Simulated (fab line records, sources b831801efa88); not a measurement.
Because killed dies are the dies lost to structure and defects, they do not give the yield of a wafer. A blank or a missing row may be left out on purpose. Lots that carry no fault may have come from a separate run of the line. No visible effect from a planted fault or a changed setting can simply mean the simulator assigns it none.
Comparing a struck lot with a sound one / flow gf180mcu / 14 steps out of a route of 602
Sound: the wafers L919.2, L919.5, L919.6. Wafers L927.4, L927.5, L927.6 were the ones struck. The cause is given at the end.
Each step with rows lists, per side, the tool, then ch with its chambers, then its first start. Under that, the readings that differ: sound wafers / struck wafers / difference of the means / sigmas: that difference in standard deviations of wafers without a fault.
alike: same words and numbers on both sides, and readings whose means sit less than 2 such deviations apart. not compared: any withheld reading, any reading some wafer has no value for, any bound like >300 that may hide the same value, and any number with overlapping values for which the record gives no deviation.
The two part at a step that has a row with sigmas, a row that says differs or no value, or rows on one side only. Numbers that have no deviation but don't overlap get no sigmas and don't part them. A reading that every wafer of one side lacks parts them only if that side has two wafers or more.

first, 1 step without rows for these wafers: GF_MVPSD_DEVELOP_06 (develop time 60 s).
GF_MVPSD_OVL_MEAS_07:
  struck on overlay-01, day 9 12:43; sound on overlay-01, day 7 14:38
  alike: MVPSD_OVL
then, 2 steps without rows for these wafers: GF_MVPSD_IMPLANT_08; GF_MVPSD_IMPLANT_09.
GF_MVPSD_STRIP_10: strips in O2/N2.
  sound on plasma-asher-01 ch 0,1, day 7 14:58; struck on plasma-asher-03 ch 0,1, day 9 13:04
  alike: drypump-motor-current-A, heater-power-w, oes-product-au, strip-time-to-endpoint-s
  not compared: rf-hours-counter-h
GF_MVPSD_TW_MEAS_11:
  struck on film-metro-04, day 9 13:10; sound on film-metro-02, day 7 15:04
  alike: MVPSD_TW
then, 6 steps without rows for these wafers: GF_VT_IMPLANT_DEHYDRATE_00 (time 60 s); GF_VT_IMPLANT_HMDS_01 (prime time 60 s); GF_VT_IMPLANT_COAT_02 (resist thk 1000 nm); GF_VT_IMPLANT_SOFTBAKE_03 (time 60 s); GF_VT_IMPLANT_EXPOSE_04 (exposes mask LVPWELL LV AREA, target cd 600 nm); GF_VT_IMPLANT_PEB_05.
GF_VT_IMPLANT_DEVELOP_06: develop time 60 s.
  sound on litho-track-04 ch 0, day 8 07:02; struck on litho-track-02, day 10 06:37
  no value came back on the struck wafers for chill-plate-temp-C (C), develop-time-s (s), developer-temp-C (C); on the sound wafers chill-plate-temp-C (C) reads 23.03 23.01 22.99
GF_VT_IMPLANT_OVL_MEAS_07:
  struck on overlay-02, day 10 06:43; sound on overlay-02, day 8 07:10
reading=VT_IMPLANT_OVL (nm); sound=-1.1 -1.2 0.3; struck=- - -; difference=no value on the struck wafers; sigmas=

## WHERE THEY PART
At GF_VT_IMPLANT_DEVELOP_06 first; at GF_VT_IMPLANT_OVL_MEAS_07 last (within this record only).

WHY: what had been put in by the simulator
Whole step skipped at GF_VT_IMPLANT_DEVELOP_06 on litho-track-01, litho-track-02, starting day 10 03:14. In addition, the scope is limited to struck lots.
